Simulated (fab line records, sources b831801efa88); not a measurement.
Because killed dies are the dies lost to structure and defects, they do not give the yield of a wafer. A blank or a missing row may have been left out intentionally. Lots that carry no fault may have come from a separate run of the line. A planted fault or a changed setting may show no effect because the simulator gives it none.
Chamber matching + flow gf180mcu + GF_CONTACT_CMP_04 on cmp-02: 4 sister chambers
The step polishes SiO2. 16 wafers are shown with their chamber, then 8 later ones without.

WAFERS WITH THEIR CHAMBER
| wafer  | chamber | motor current A (A) | time to endpoint s (s) | head pressure psi (psi) |
|--------|---------|---------------------|------------------------|-------------------------|
| L445.2 | 3       | 13.6                | 104                    | 3.989                   |
| L445.3 | 1       | 12.0                | 112                    | 3.990                   |
| L445.5 | 3       | 14.0                | 110                    | 4.012                   |
| L449.1 | 1       | 12.0                | 113                    | 4.005                   |
| L449.2 | 0       | 14.1                | 109                    | 3.992                   |
| L449.4 | 2       | 10.3                | 109                    | 4.004                   |
| L452.1 | 0       | 14.3                | 103                    | 3.994                   |
| L452.2 | 3       | 13.4                | 101                    | 3.996                   |
| L452.4 | 1       | 12.7                | 112                    | 3.994                   |
| L455.6 | 0       | 14.0                | 118                    | 3.995                   |
| L458.4 | 1       | 12.5                | 129                    | 3.989                   |
| L458.5 | 1       | 12.5                | 123                    | 4.002                   |
| L461.1 | 3       | 13.8                | 108                    | 3.992                   |
| L461.3 | 0       | 13.3                | 102                    | 4.010                   |
| L461.5 | 0       | 12.5                | 109                    | 4.007                   |
| L463.1 | 2       | 10.2                | 99                     | 3.998                   |

SIGNATURES (means of the wafers above)
| reading            | chamber 0 | chamber 1 | chamber 2 | chamber 3 | scatter within a chamber |
|--------------------|-----------|-----------|-----------|-----------|--------------------------|
| motor current A    | 13.640    | 12.340    | 10.250    | 13.700    | 0.484                    |
| time to endpoint s | 108.20    | 117.80    | 104.00    | 105.75    | 6.48                     |
| head pressure psi  | 3.99960   | 3.99600   | 4.00100   | 3.99725   | 0.00823                  |
Rule: for a wafer and a chamber, the distance is found by dividing, reading by reading, the gap between the wafer's reading and the chamber's mean by the reading's scatter, squaring, summing and taking the root. The wafer belongs to the nearest chamber; if the next one is less than 2 further off, it can't be placed. The scatter: the root of (the sum of the squares of (reading less its chamber's mean) over the shown wafers, divided by (wafers less chambers)).

WAFERS WITH NO CHAMBER GIVEN
| wafer  | motor current A (A) | time to endpoint s (s) | head pressure psi (psi) |
|--------|---------------------|------------------------|-------------------------|
| L463.3 | 14.2                | 106                    | 3.990                   |
| L463.4 | 13.5                | 105                    | 3.992                   |
| L466.1 | 13.8                | 104                    | 4.006                   |
| L466.3 | 12.3                | 108                    | 3.994                   |
| L466.6 | 13.9                | 108                    | 4.013                   |
| L468.1 | 13.7                | 98                     | 4.000                   |
| L468.4 | 12.6                | 110                    | 3.995                   |
| L468.6 | 13.9                | 106                    | 3.998                   |

EACH ONE'S CHAMBER
| wafer  | from the rows above          | in truth |
|--------|------------------------------|----------|
| L463.3 | can't be placed: 3 or 0      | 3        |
| L463.4 | can't be placed: 3 or 0      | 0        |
| L466.1 | can't be placed: 0 or 3      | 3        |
| L466.3 | can't be placed: 1 or 0 or 3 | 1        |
| L466.6 | can't be placed: 0 or 3      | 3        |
| L468.1 | can't be placed: 3 or 0      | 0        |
| L468.4 | can't be placed: 1 or 0 or 3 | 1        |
| L468.6 | can't be placed: 3 or 0      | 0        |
0 of 8 placed correctly. Cannot be placed on the basis of these rows: 8; the candidates contain the true chamber in 8. Wrongly placed: 0.
